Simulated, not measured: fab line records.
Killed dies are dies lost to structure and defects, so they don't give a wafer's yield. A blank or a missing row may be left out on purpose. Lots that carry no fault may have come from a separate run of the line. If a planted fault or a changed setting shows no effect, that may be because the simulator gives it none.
Which of the tools did it? | flow sky130 | 30 wafers from 10 lots sampled at 2 of the route's 708 steps

## WHAT THE GAUGES SHOWED, per wafer
SKY_POLY_GATE_THK_MEAS_01.
lot  | measured     | on            | POLY_GATE_CVD_00_THK (nm)
L635 | day 14 07:09 | film-metro-03 | 179.1 181.1 178.2
L636 | day 14 15:16 | film-metro-02 | 182.6 181.3 181.8
L638 | day 15 08:59 | film-metro-01 | 179.5 178.6 180.1
L639 | day 15 19:43 | film-metro-02 | 180.2 180.1 179.7
L642 | day 17 18:40 | film-metro-03 | 181.5 181.0 180.5
L646 | day 18 13:47 | film-metro-01 | 180.6 180.4 179.7
L647 | day 18 20:26 | film-metro-01 | 178.6 179.5 179.7
L648 | day 19 05:40 | film-metro-01 | 149.1 150.6 149.3
L649 | day 19 13:07 | film-metro-01 | 150.6 150.9 151.3
L650 | day 19 20:46 | film-metro-03 | 146.5 145.2 145.3

## TOOL THAT RAN EACH LOT (tool first, then ch and the chambers of the sampled wafers, then the start)
lot  | SKY_POLY_GATE_CVD_00
L635 | lpcvd-01 ch 1, day 14 05:56
L636 | lpcvd-01 ch 1, day 14 14:04
L638 | lpcvd-01 ch 0, day 15 07:47
L639 | lpcvd-01 ch 0, day 15 18:31
L642 | lpcvd-01 ch 1, day 17 17:28
L646 | lpcvd-01 ch 0, day 18 12:34
L647 | lpcvd-01 ch 0, day 18 19:14
L648 | lpcvd-01 ch 0, day 19 04:26
L649 | lpcvd-01 ch 1, day 19 11:55
L650 | lpcvd-01 ch 1, day 19 19:34
- SKY_POLY_GATE_CVD_00: deposits poly-Si, target thk 180 nm, time 720 s.

## THE ANSWER, worked out from the rows above alone
Rule: the lots themselves supply what counts as usual. The widest of any qualifying gaps counts: lots, ordered by their means at a reading, are off when they make up no more than a third of the lots, leave a main group of 4 or more, and stand apart from it by 3 or more times the standard deviation of that group's means. If all means in a main group match to the digits the tables above print for the reading, that group is not used. A lot without any number at a reading at which 4 lots or more have one is off too. The other lots that the step has rows for count as sound.
Off: at SKY_POLY_GATE_THK_MEAS_01 (POLY_GATE_CVD_00_THK), L648, L649, L650. Main group: mean 180.2 nm, sd 0.9.
A tool fits if, at a process step before that reading, it ran every lot that is off, and no sound lot after the first of them. The gauges at SKY_POLY_GATE_THK_MEAS_01 are tried like those tools. One fits: lpcvd-01 at SKY_POLY_GATE_CVD_00. Its last sound lot is L647 (day 18 19:14), its first lot that is off L648 (day 19 04:26): a fault that began between those two fits.

## WHAT WAS PUT IN BY THE SIMULATOR
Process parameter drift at SKY_POLY_GATE_CVD_00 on lpcvd-01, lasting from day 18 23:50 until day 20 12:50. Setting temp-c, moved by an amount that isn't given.
Lots struck among those shown: L648, L649, L650. The rule given above showed the same thing.
